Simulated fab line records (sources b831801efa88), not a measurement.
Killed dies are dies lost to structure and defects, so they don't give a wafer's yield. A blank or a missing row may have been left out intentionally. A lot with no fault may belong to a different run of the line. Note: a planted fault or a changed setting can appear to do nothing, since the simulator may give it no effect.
Which tool did it? -- flow sky130 -- Sampling: 12 lots, 36 wafers, 5 of 708 route steps

## WHAT EACH GAUGE READ, for each wafer
SKY_LOCAL_INTERCONNECT_CD_MEAS_11: target cd 170 nm. Usual: cd-nm 169.9 nm, standard deviation 1.3.
lot,measured,on,cd-nm (nm),flag
L778,day 30 10:12,cd-sem-02,168.6 170.2 171.0,
L781,day 31 11:54,cd-sem-01,168.2 169.8 167.9,
L780,day 31 13:48,cd-sem-01,170.8 172.4 171.6,
L783,day 32 08:03,cd-sem-01,170.3 168.9 167.2,
L784,day 32 12:32,cd-sem-01,169.9 170.9 170.7,
L785,day 32 18:56,cd-sem-01,170.9 170.8 169.1,
L786,day 33 15:44,cd-sem-01,172.6 173.3 171.8,
L795,day 35 21:53,cd-sem-01,171.1 170.7 171.2,
L796,day 36 15:23,cd-sem-02,170.8 169.3 168.9,
L797,day 36 19:20,cd-sem-02,167.6 169.7 168.7,
L799,day 37 17:29,cd-sem-02,169.7 170.0 170.4,
L801,day 38 08:44,cd-sem-01,168.6 169.5 168.9,

SKY_CONTACT_THK_MEAS_01. Usual: CONTACT_CVD_00_THK 75.2 nm, standard deviation 1.
lot,measured,on,CONTACT_CVD_00_THK (nm),flag
L778,day 30 11:07,film-metro-01,76.9 76.0 76.0,
L781,day 31 12:50,film-metro-03,75.1 75.9 76.9,
L780,day 31 14:42,film-metro-01,75.8 76.3 77.3,
L783,day 32 08:57,film-metro-01,73.8 74.1 75.3,
L784,day 32 13:29,film-metro-01,74.7 76.3 76.1,
L785,day 32 19:50,film-metro-04,76.9 76.9 77.3,
L786,day 33 16:37,film-metro-03,74.5 74.8 75.4,
L795,day 35 22:50,film-metro-03,88.8 74.0 74.7,OFF
L796,day 36 16:19,film-metro-01,75.1 76.3 91.2,OFF
L797,day 36 20:14,film-metro-03,74.6 74.4 75.4,
L799,day 37 18:23,film-metro-04,74.6 75.2 75.9,
L801,day 38 09:47,film-metro-03,75.2 75.2 75.4,

SKY_CONTACT_CD_MEAS_14: target cd 170 nm. Usual: cd-nm 170.5 nm, standard deviation 1.4.
lot,measured,on,cd-nm (nm),flag
L778,day 31 15:20,cd-sem-01,173.0 172.7 173.8,
L781,day 32 17:50,cd-sem-01,172.4 173.2 170.7,
L780,day 32 18:47,cd-sem-02,172.0 171.3 172.1,
L783,day 33 13:35,cd-sem-01,169.9 169.7 169.1,
L784,day 33 16:45,cd-sem-02,172.4 171.6 171.6,
L785,day 33 23:55,cd-sem-01,170.8 170.5 170.9,
L786,day 34 19:31,cd-sem-02,169.6 170.0 169.6,
L795,day 37 01:42,cd-sem-01,168.7 170.4 170.2,
L796,day 37 18:56,cd-sem-02,170.6 171.0 172.5,
L797,day 37 23:05,cd-sem-02,170.8 171.7 172.7,
L799,day 38 20:21,cd-sem-02,170.2 171.2 170.5,
L801,day 39 12:09,cd-sem-01,168.1 169.0 170.4,

SKY_CONTACT_OVL_MEAS_15. Usual: CONTACT_OVL -4 nm, standard deviation 5.2.
lot,measured,on,CONTACT_OVL (nm),flag
L778,day 31 15:25,overlay-01,-10 -5 -9,
L781,day 32 17:57,overlay-01,2 -2 -6,
L780,day 32 18:54,overlay-02,-10 -7 -12,
L783,day 33 13:42,overlay-01,-4 -4 6,
L784,day 33 16:52,overlay-02,-3 1 0,
L785,day 34 00:01,overlay-02,-1 -7 0,
L786,day 34 19:37,overlay-01,-1 -3 -1,
L795,day 37 01:49,overlay-02,-1 -3 -1,
L796,day 37 19:03,overlay-02,5 0 0,
L797,day 37 23:12,overlay-01,-8 -10 -10,
L799,day 38 20:28,overlay-02,-1 -3 -5,
L801,day 39 12:16,overlay-02,2 -1 -1,

## TOOL THAT RAN EACH LOT (tool first, then ch and the chambers of the sampled wafers, then the start)
lot,SKY_CONTACT_CVD_00
L778,"pecvd-02 ch 0,1,2, day 30 11:04"
L781,"pecvd-03 ch 0,1,2, day 31 12:48"
L780,"pecvd-04 ch 0,1,2, day 31 14:40"
L783,"pecvd-04 ch 0,1,2, day 32 08:55"
L784,"pecvd-03 ch 0,1,2, day 32 13:27"
L785,"pecvd-03 ch 0,2, day 32 19:47"
L786,"pecvd-03 ch 0,1, day 33 16:34"
L795,"pecvd-03 ch 0,2, day 35 22:44"
L796,"pecvd-03 ch 0,2, day 36 16:16"
L797,"pecvd-04 ch 0,1, day 36 20:11"
L799,"pecvd-02 ch 0,1,2, day 37 18:21"
L801,"pecvd-04 ch 0,1,2, day 38 09:45"
- SKY_CONTACT_CVD_00: deposits Si3N4, target thk 75 nm.

## WHAT THE TOOLS THEMSELVES READ (means of the sampled wafers that have a number; where no wafer has one, the mark that the record gives instead)
SKY_CONTACT_CVD_00. Usual: heater-power-w 713 W, standard deviation 110.
lot,tool,heater-power-w (W),flag
L778,pecvd-02,716,
L781,pecvd-03,705,
L780,pecvd-04,749,
L783,pecvd-04,734,
L784,pecvd-03,705,
L785,pecvd-03,724,
L786,pecvd-03,676,
L795,pecvd-03,684,
L796,pecvd-03,741,
L797,pecvd-04,724,
L799,pecvd-02,665,
L801,pecvd-04,735,

## THE ANSWER, worked out from the rows above alone
Rule: take the mean of a lot's wafers that have a number; if it is more than 3 standard deviations from the usual mean, the lot is off. Also off: a lot with no number at a reading for which 4 or more lots have one. All remaining lots with rows at the step are treated as sound. Order of review: gauges by route order, followed by the tools' own readings, for which a lot's mean as printed above is used. At the first step where some lot is off, the reading lying furthest off is the one used; lots without a number count as furthest.
Off: at SKY_CONTACT_THK_MEAS_01 (CONTACT_CVD_00_THK), L795, L796.
If a tool, at a process step before that reading, ran all the lots that are off and no sound lot after the first of them, it fits. Those tools and the gauges at SKY_CONTACT_THK_MEAS_01 are tried in the same way. One fits: SKY_CONTACT_CVD_00 on pecvd-03. Its last sound lot is L786 (day 33 16:34), its first lot that is off L795 (day 35 22:44): a fault that began between those two fits.

## WHAT THE SIMULATOR HAD PUT IN
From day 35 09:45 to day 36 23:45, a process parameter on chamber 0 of pecvd-03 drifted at SKY_CONTACT_CVD_00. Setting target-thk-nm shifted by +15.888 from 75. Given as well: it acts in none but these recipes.
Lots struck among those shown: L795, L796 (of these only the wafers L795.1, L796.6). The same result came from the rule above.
